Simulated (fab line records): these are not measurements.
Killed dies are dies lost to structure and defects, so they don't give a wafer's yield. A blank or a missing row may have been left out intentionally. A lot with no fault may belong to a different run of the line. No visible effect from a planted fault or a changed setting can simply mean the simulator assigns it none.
Check of tool commonality + flow sky130 + Sampled: 11 lots, 36 wafers

REASON IT WAS OPENED
Of 11 lots, 1 have the reading LDD_HVN_TW flagged at SKY_LDD_HVN_TW_MEAS_10. Wafers without a fault read 1434, standard deviation 10.
Rule: a lot is flagged in two cases, either no wafer of it has a number, or all its wafers with numbers fall more than 4 standard deviations from that mean. The rest of the lots are taken to be sound.

| lot  | measured     | on           | LDD_HVN_TW, wafer by wafer | flag    |
|------|--------------|--------------|----------------------------|---------|
| L833 | day 20 02:58 | filmMetro-03 | 1438 1436 1431             |         |
| L838 | day 22 04:50 | filmMetro-01 | 1419 1420 1421             |         |
| L839 | day 22 19:10 | filmMetro-01 | 1433 1416 1428             |         |
| L840 | day 22 23:53 | filmMetro-02 | 1442 1448 1446             |         |
| L841 | day 23 08:46 | filmMetro-03 | 30 30 30 30 30 30          | FLAGGED |
| L848 | day 26 07:02 | filmMetro-01 | 1419 1432 1416             |         |
| L850 | day 27 03:46 | filmMetro-01 | 1432 1432 1425             |         |
| L852 | day 27 14:07 | filmMetro-03 | 1436 1445 1435             |         |
| L854 | day 28 00:23 | filmMetro-02 | 1439 1436 1436             |         |
| L856 | day 28 07:53 | filmMetro-02 | 1440 1445 1430             |         |
| L855 | day 28 12:50 | filmMetro-01 | 1419 1417 1422             |         |
Averaged over the flagged lots the numbers come to 30, -1404 from the usual (-99 or more standard deviations).

TOOL THAT RAN EACH LOT
The record holds 2 process steps before the reading, out of a route of 708 steps. Each cell gives the tool, then ch followed by the chambers the sampled wafers passed through, then the start.
| lot  | flag    | SKY_SONOS_ONO_ETCH_15             | SKY_LDD_HVN_EXPOSE_04              |
|------|---------|-----------------------------------|------------------------------------|
| L833 |         | rieDiel-03 ch 0,2, day 12 11:50   | ilineStepper-01 ch 0, day 19 10:45 |
| L838 |         | rieDiel-03 ch 2,3, day 14 05:59   | ilineStepper-02 ch 0, day 21 13:22 |
| L839 |         | rieDiel-01 ch 1,2,3, day 14 21:18 | ilineStepper-01 ch 0, day 22 03:47 |
| L840 |         | rieDiel-03 ch 0,1,3, day 15 00:20 | ilineStepper-01 ch 0, day 22 08:38 |
| L841 | FLAGGED | rieDiel-04 ch 0,2,3, day 15 07:16 | ilineStepper-01 ch 0, day 22 17:46 |
| L848 |         | rieDiel-03 ch 0,1,2, day 18 04:50 | ilineStepper-01 ch 0, day 25 15:56 |
| L850 |         | rieDiel-03 ch 1,3, day 19 00:41   | ilineStepper-01 ch 0, day 26 13:38 |
| L852 |         | rieDiel-03 ch 0,3, day 19 14:53   | ilineStepper-02 ch 0, day 27 00:01 |
| L854 |         | rieDiel-04 ch 0,3, day 20 02:11   | ilineStepper-02 ch 0, day 27 10:05 |
| L856 |         | rieDiel-03 ch 0,2,3, day 20 08:21 | ilineStepper-01 ch 0, day 27 17:16 |
| L855 |         | rieDiel-01 ch 0,1,2, day 20 14:56 | ilineStepper-01 ch 0, day 27 22:52 |
These steps, and what they do:
- SKY_SONOS_ONO_ETCH_15: etches the open film in CHF3/O2, target depth 19.52 nm, time 7.8 s.
- SKY_LDD_HVN_EXPOSE_04: exposes mask HVNTM, target cd 700 nm.
- SKY_LDD_HVN_TW_MEAS_10

FLAGGED OVER TOTAL, TOOL BY TOOL (the gauges that took the reading come last)
| step                   | tool            | lots run | flagged | share of the flagged lots | sound lots run after its first flagged lot |
|------------------------|-----------------|----------|---------|---------------------------|--------------------------------------------|
| SKY_SONOS_ONO_ETCH_15  | rieDiel-01      | 2        | 0       | none                      | -                                          |
| SKY_SONOS_ONO_ETCH_15  | rieDiel-03      | 7        | 0       | none                      | -                                          |
| SKY_SONOS_ONO_ETCH_15  | rieDiel-04      | 2        | 1       | all                       | 1 (L854)                                   |
| SKY_LDD_HVN_EXPOSE_04  | ilineStepper-01 | 8        | 1       | all                       | 4 (L848,L850,L856,L855)                    |
| SKY_LDD_HVN_EXPOSE_04  | ilineStepper-02 | 3        | 0       | none                      | -                                          |
| SKY_LDD_HVN_TW_MEAS_10 | filmMetro-01    | 5        | 0       | none                      | -                                          |
| SKY_LDD_HVN_TW_MEAS_10 | filmMetro-02    | 3        | 0       | none                      | -                                          |
| SKY_LDD_HVN_TW_MEAS_10 | filmMetro-03    | 3        | 1       | all                       | 1 (L852)                                   |

WHAT THE TABLE PERMITS
All flagged lots were run by 3 table rows, namely rieDiel-04 at SKY_SONOS_ONO_ETCH_15, ilineStepper-01 at SKY_LDD_HVN_EXPOSE_04, filmMetro-03 at SKY_LDD_HVN_TW_MEAS_10.
- rieDiel-04 at SKY_SONOS_ONO_ETCH_15 ran 2 lots, 1 of them flagged. Sound lots ran on it after the first flagged one (L854), which a lasting fault on the whole tool wouldn't allow.
- ilineStepper-01 at SKY_LDD_HVN_EXPOSE_04 ran 8 lots, 1 of them flagged. Sound lots ran on it after the first flagged one (L848, L850, L856, L855), which a lasting fault on the whole tool wouldn't allow.
- filmMetro-03 at SKY_LDD_HVN_TW_MEAS_10 ran 3 lots, 1 of them flagged. Sound lots ran on it after the first flagged one (L852), which a lasting fault on the whole tool wouldn't allow.
Not one row of the table ran every flagged lot while running no sound lot after the first.

WHAT WAS PUT IN BY THE SIMULATOR
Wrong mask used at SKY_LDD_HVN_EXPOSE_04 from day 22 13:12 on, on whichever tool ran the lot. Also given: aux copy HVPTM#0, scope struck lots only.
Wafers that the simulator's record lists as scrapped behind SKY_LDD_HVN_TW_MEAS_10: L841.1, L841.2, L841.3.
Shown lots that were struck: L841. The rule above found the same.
